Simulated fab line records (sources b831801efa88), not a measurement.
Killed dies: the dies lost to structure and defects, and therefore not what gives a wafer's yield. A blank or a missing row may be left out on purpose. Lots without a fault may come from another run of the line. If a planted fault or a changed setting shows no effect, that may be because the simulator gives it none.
Which tool is to blame? :: flow gf180mcu :: 39 wafers from 13 lots sampled at 5 of the route's 602 steps

## WHAT EACH GAUGE READ, for each wafer
GF_V1_OVL_MEAS_15. Usual: for V1_OVL the level is -4 nm and the standard deviation is 5.8.
lot: L282
measured: day 17 21:23
on: overlay-01
V1_OVL (nm): -8 -3 -3
flag: 

lot: L283
measured: day 18 07:24
on: overlay-01
V1_OVL (nm): -11 -7 -12
flag: 

lot: L284
measured: day 18 17:38
on: overlay-01
V1_OVL (nm): -3 1 -6
flag: 

lot: L285
measured: day 19 08:35
on: overlay-02
V1_OVL (nm): 0 11 1
flag: 

lot: L288
measured: day 20 18:41
on: overlay-02
V1_OVL (nm): -16 -12 -6
flag: 

lot: L289
measured: day 21 02:27
on: overlay-01
V1_OVL (nm): -4 -11 -5
flag: 

lot: L292
measured: day 22 02:56
on: overlay-02
V1_OVL (nm): 10 7 6
flag: 

lot: L293
measured: day 22 10:05
on: overlay-02
V1_OVL (nm): 4 -3 -2
flag: 

lot: L296
measured: day 23 13:08
on: overlay-02
V1_OVL (nm): -6 -7 -7
flag: 

lot: L297
measured: day 23 18:38
on: overlay-02
V1_OVL (nm): -1 -1 0
flag: 

lot: L303
measured: day 26 02:02
on: overlay-02
V1_OVL (nm): -9 -11 -8
flag: 

lot: L304
measured: day 26 02:11
on: overlay-01
V1_OVL (nm): -4 -6 -4
flag: 

lot: L305
measured: day 26 05:52
on: overlay-02
V1_OVL (nm): 3 3 6
flag: 

GF_V1_THK_MEAS_25: measures by xrf. Usual: for V1_W_THK the level is 351 nm and the standard deviation is 5.6.
lot: L282
measured: day 17 22:26
on: film metro-04
V1_W_THK (nm): 352 354 354
flag: 

lot: L283
measured: day 18 08:26
on: film metro-04
V1_W_THK (nm): 349 347 352
flag: 

lot: L284
measured: day 18 18:43
on: film metro-03
V1_W_THK (nm): 348 353 351
flag: 

lot: L285
measured: day 19 09:37
on: film metro-01
V1_W_THK (nm): 338 342 342
flag: 

lot: L288
measured: day 20 20:08
on: film metro-01
V1_W_THK (nm): 350 353 347
flag: 

lot: L289
measured: day 21 03:50
on: film metro-04
V1_W_THK (nm): 352 352 351
flag: 

lot: L292
measured: day 22 03:59
on: film metro-04
V1_W_THK (nm): 362 356 359
flag: 

lot: L293
measured: day 22 11:07
on: film metro-01
V1_W_THK (nm): 343 344 344
flag: 

lot: L296
measured: day 23 14:10
on: film metro-04
V1_W_THK (nm): 357 352 356
flag: 

lot: L297
measured: day 23 19:42
on: film metro-04
V1_W_THK (nm): 357 359 363
flag: 

lot: L303
measured: day 26 03:04
on: film metro-04
V1_W_THK (nm): 357 356 355
flag: 

lot: L304
measured: day 26 03:13
on: film metro-03
V1_W_THK (nm): 345 343 348
flag: 

lot: L305
measured: day 26 06:53
on: film metro-03
V1_W_THK (nm): 340 343 342
flag: 

GF_M2_CD_MEAS_14: the cd target is 280 nm. Usual: 280.3 nm for cd nm, sd 1.4.
lot: L282
measured: day 18 23:10
on: cd sem-02
cd nm (nm): 280.5 281.2 281.1
flag: 

lot: L283
measured: day 19 09:02
on: cd sem-02
cd nm (nm): 279.5 279.1 280.1
flag: 

lot: L284
measured: day 19 19:27
on: cd sem-02
cd nm (nm): 281.0 282.4 281.7
flag: 

lot: L285
measured: day 20 11:03
on: cd sem-02
cd nm (nm): 279.5 278.8 279.6
flag: 

lot: L288
measured: day 21 20:43
on: cd sem-01
cd nm (nm): 282.0 282.4 282.5
flag: 

lot: L289
measured: day 22 03:52
on: cd sem-02
cd nm (nm): 282.7 282.7 282.7
flag: 

lot: L292
measured: day 23 03:22
on: cd sem-02
cd nm (nm): 281.8 283.3 282.9
flag: 

lot: L293
measured: day 23 10:28
on: cd sem-02
cd nm (nm): 279.4 278.5 280.0
flag: 

lot: L296
measured: day 24 12:25
on: cd sem-02
cd nm (nm): 277.9 278.0 278.1
flag: 

lot: L297
measured: day 24 17:40
on: cd sem-01
cd nm (nm): 274.3 257.4 257.5
flag: OFF

lot: L303
measured: day 26 23:34
on: cd sem-01
cd nm (nm): 279.6 278.7 278.7
flag: 

lot: L304
measured: day 26 23:55
on: cd sem-02
cd nm (nm): 281.0 280.6 279.1
flag: 

lot: L305
measured: day 27 03:39
on: cd sem-02
cd nm (nm): 279.6 280.9 280.6
flag: 

## WHAT TOOL EACH LOT RAN ON (gives the tool, then ch and the chambers of the sampled wafers, and finally the start)
lot: L282
GF_V1_SPUTTER_21: pvd sputter-02, day 17 22:06
GF_M2_EXPOSE_11: krf scanner-02 ch 0, day 18 11:33

lot: L283
GF_V1_SPUTTER_21: pvd sputter-04, day 18 08:05
GF_M2_EXPOSE_11: krf scanner-01 ch 0, day 18 20:52

lot: L284
GF_V1_SPUTTER_21: pvd sputter-02, day 18 18:22
GF_M2_EXPOSE_11: krf scanner-01 ch 0, day 19 08:05

lot: L285
GF_V1_SPUTTER_21: pvd sputter-02, day 19 09:16
GF_M2_EXPOSE_11: krf scanner-02 ch 0, day 19 22:53

lot: L288
GF_V1_SPUTTER_21: pvd sputter-01, day 20 19:48
GF_M2_EXPOSE_11: krf scanner-01 ch 0, day 21 08:59

lot: L289
GF_V1_SPUTTER_21: pvd sputter-04, day 21 03:28
GF_M2_EXPOSE_11: krf scanner-01 ch 0, day 21 16:00

lot: L292
GF_V1_SPUTTER_21: pvd sputter-01, day 22 03:38
GF_M2_EXPOSE_11: krf scanner-02 ch 0, day 22 16:22

lot: L293
GF_V1_SPUTTER_21: pvd sputter-01, day 22 10:47
GF_M2_EXPOSE_11: krf scanner-02 ch 0, day 22 23:01

lot: L296
GF_V1_SPUTTER_21: pvd sputter-01, day 23 13:50
GF_M2_EXPOSE_11: krf scanner-02 ch 0, day 24 02:02

lot: L297
GF_V1_SPUTTER_21: pvd sputter-04, day 23 19:22
GF_M2_EXPOSE_11: krf scanner-01 ch 0, day 24 07:02

lot: L303
GF_V1_SPUTTER_21: pvd sputter-04, day 26 02:43
GF_M2_EXPOSE_11: krf scanner-01 ch 0, day 26 13:17

lot: L304
GF_V1_SPUTTER_21: pvd sputter-02, day 26 02:53
GF_M2_EXPOSE_11: krf scanner-01 ch 0, day 26 13:41

lot: L305
GF_V1_SPUTTER_21: pvd sputter-02, day 26 06:32
GF_M2_EXPOSE_11: krf scanner-01 ch 0, day 26 17:52
- GF_V1_SPUTTER_21: material Ti, target thk 15 nm, time 80.02 s.
- GF_M2_EXPOSE_11: exposes mask Metal2, target cd 280 nm.

## AS READ BY THE TOOLS THEMSELVES (means over the sampled wafers that have a number; for cases with no such wafer, the mark the record gives instead)
GF_V1_SPUTTER_21. Usual: 30.4 % for throttle valve pct, sd 0.99.
lot: L282
tool: pvd sputter-02
throttle valve pct (%): 30.7
flag: 

lot: L283
tool: pvd sputter-04
throttle valve pct (%): 30.8
flag: 

lot: L284
tool: pvd sputter-02
throttle valve pct (%): 28.8
flag: 

lot: L285
tool: pvd sputter-02
throttle valve pct (%): 29.6
flag: 

lot: L288
tool: pvd sputter-01
throttle valve pct (%): 30.6
flag: 

lot: L289
tool: pvd sputter-04
throttle valve pct (%): 30.9
flag: 

lot: L292
tool: pvd sputter-01
throttle valve pct (%): 29.3
flag: 

lot: L293
tool: pvd sputter-01
throttle valve pct (%): 29.6
flag: 

lot: L296
tool: pvd sputter-01
throttle valve pct (%): 30.9
flag: 

lot: L297
tool: pvd sputter-04
throttle valve pct (%): 31.0
flag: 

lot: L303
tool: pvd sputter-04
throttle valve pct (%): 30.7
flag: 

lot: L304
tool: pvd sputter-02
throttle valve pct (%): 30.0
flag: 

lot: L305
tool: pvd sputter-02
throttle valve pct (%): 28.9
flag: 

GF_M2_EXPOSE_11. Usual: exposure dose mJ cm2 28.100, standard deviation 0.026; stage vel mm s 499.96 mm/s, standard deviation 0.26.
lot: L282
tool: krf scanner-02
exposure dose mJ cm2: 28.065
stage vel mm s (mm/s): 499.95
flag: 

lot: L283
tool: krf scanner-01
exposure dose mJ cm2: 28.091
stage vel mm s (mm/s): 499.82
flag: 

lot: L284
tool: krf scanner-01
exposure dose mJ cm2: 28.109
stage vel mm s (mm/s): 500.00
flag: 

lot: L285
tool: krf scanner-02
exposure dose mJ cm2: 28.109
stage vel mm s (mm/s): 499.94
flag: 

lot: L288
tool: krf scanner-01
exposure dose mJ cm2: 28.102
stage vel mm s (mm/s): 499.82
flag: 

lot: L289
tool: krf scanner-01
exposure dose mJ cm2: 28.077
stage vel mm s (mm/s): 499.83
flag: 

lot: L292
tool: krf scanner-02
exposure dose mJ cm2: 28.041
stage vel mm s (mm/s): 500.09
flag: 

lot: L293
tool: krf scanner-02
exposure dose mJ cm2: 28.122
stage vel mm s (mm/s): 500.05
flag: 

lot: L296
tool: krf scanner-02
exposure dose mJ cm2: 28.126
stage vel mm s (mm/s): 500.12
flag: 

lot: L297
tool: krf scanner-01
exposure dose mJ cm2: 27.062
stage vel mm s (mm/s): 500.75
flag: OFF

lot: L303
tool: krf scanner-01
exposure dose mJ cm2: 28.100
stage vel mm s (mm/s): 500.02
flag: 

lot: L304
tool: krf scanner-01
exposure dose mJ cm2: 28.071
stage vel mm s (mm/s): 499.92
flag: 

lot: L305
tool: krf scanner-01
exposure dose mJ cm2: 28.098
stage vel mm s (mm/s): 499.57
flag: 

## THE ANSWER, worked out from the rows above alone
Rule: a lot is off if the mean of its wafers that have a number lies more than 3 standard deviations from the usual mean. Also off: a lot with no number at a reading for which 4 or more lots have one. Where the step has rows for the other lots, those lots are counted as sound. After the gauges, taken in route order, come the tools' own readings; for these a lot's mean is taken, as printed above. At the first step where some lot is off, the reading lying furthest off is the one used; lots without a number count as furthest.
Off: L297 (GF_M2_CD_MEAS_14, cd nm).
A tool fits if, at a process step before that reading, it ran every lot that is off, and no sound lot after the first of them. The gauges at GF_M2_CD_MEAS_14 aren't tried: what is off there is off at GF_M2_EXPOSE_11 too, on other tools, and a gauge's error can't cause that. No candidate that was tried fits.

## WHAT THE SIMULATOR PUT IN
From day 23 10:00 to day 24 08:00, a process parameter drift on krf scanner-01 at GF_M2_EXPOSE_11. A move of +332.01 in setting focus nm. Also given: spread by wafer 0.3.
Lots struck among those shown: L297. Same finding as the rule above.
